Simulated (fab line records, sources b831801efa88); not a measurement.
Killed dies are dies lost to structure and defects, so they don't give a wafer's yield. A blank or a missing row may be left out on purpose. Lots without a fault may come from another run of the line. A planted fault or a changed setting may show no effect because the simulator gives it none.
Chamber matching | flow gf180mcu | GF_V5_CVD_02 on pecvd-01: 3 sister chambers
The step deposits SiO2 from TEOS, target thk 1450 nm, time 163.28 s. 33 wafers are shown with their chamber, then 12 later ones without.

WAFERS WITH THEIR CHAMBER
wafer  | chamber | heater_power_w (W)
L074.1 | 1       | 573
L074.3 | 2       | 651
L074.5 | 2       | 713
L079.1 | 2       | 633
L079.2 | 1       | 640
L079.3 | 0       | 690
L079.4 | 2       | 709
L079.5 | 1       | 515
L079.6 | 0       | 533
L080.1 | 2       | 703
L080.2 | 0       | 647
L080.3 | 1       | 624
L080.4 | 1       | 506
L080.5 | 2       | 583
L080.6 | 0       | 537
L083.1 | 2       | 749
L083.2 | 1       | 625
L083.3 | 0       | 543
L083.4 | 1       | 533
L083.5 | 2       | 582
L083.6 | 0       | 635
L087.1 | 0       | 572
L087.2 | 1       | 648
L087.3 | 2       | 654
L087.4 | 0       | 658
L087.5 | 1       | 524
L087.6 | 2       | 736
L089.1 | 2       | 629
L089.3 | 0       | 657
L089.6 | 0       | 526
L090.1 | 2       | 646
L090.2 | 1       | 644
L090.4 | 0       | 652

SIGNATURES (means of the wafers above)
reading        | chamber 0 | chamber 1 | chamber 2 | scatter within a chamber
heater_power_w | 604.55    | 583.20    | 665.67    | 58.9
Rule: a wafer's distance from a chamber is the root of the sum, over the readings, of the square of ((its reading less the chamber's mean) divided by the reading's scatter). The wafer belongs to the nearest chamber; if the next one is less than 2 further off, it can't be placed. The scatter: the root of (the sum of the squares of (reading less its chamber's mean) over the shown wafers, divided by (wafers less chambers)).

WAFERS WITHOUT THEIR CHAMBER
wafer  | heater_power_w (W)
L091.1 | 535
L091.2 | 631
L091.4 | 532
L092.2 | 639
L092.4 | 521
L092.5 | 729
L094.1 | 737
L094.2 | 662
L094.3 | 611
L094.4 | 578
L094.5 | 493
L094.6 | 656

WHICH CHAMBER EACH WENT THROUGH
wafer  | from the rows above          | in truth
L091.1 | can't be placed: 1 or 0 or 2 | 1
L091.2 | can't be placed: 0 or 2 or 1 | 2
L091.4 | can't be placed: 1 or 0 or 2 | 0
L092.2 | can't be placed: 2 or 0 or 1 | 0
L092.4 | can't be placed: 1 or 0 or 2 | 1
L092.5 | can't be placed: 2 or 0 or 1 | 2
L094.1 | can't be placed: 2 or 0 or 1 | 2
L094.2 | can't be placed: 2 or 0 or 1 | 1
L094.3 | can't be placed: 0 or 1 or 2 | 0
L094.4 | can't be placed: 1 or 0 or 2 | 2
L094.5 | can't be placed: 1 or 0 or 2 | 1
L094.6 | can't be placed: 2 or 0 or 1 | 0
Placed correctly: 0 of 12. Can't be placed from these rows: 12 (the true chamber is among the candidates in 12). Placed wrongly: 0.
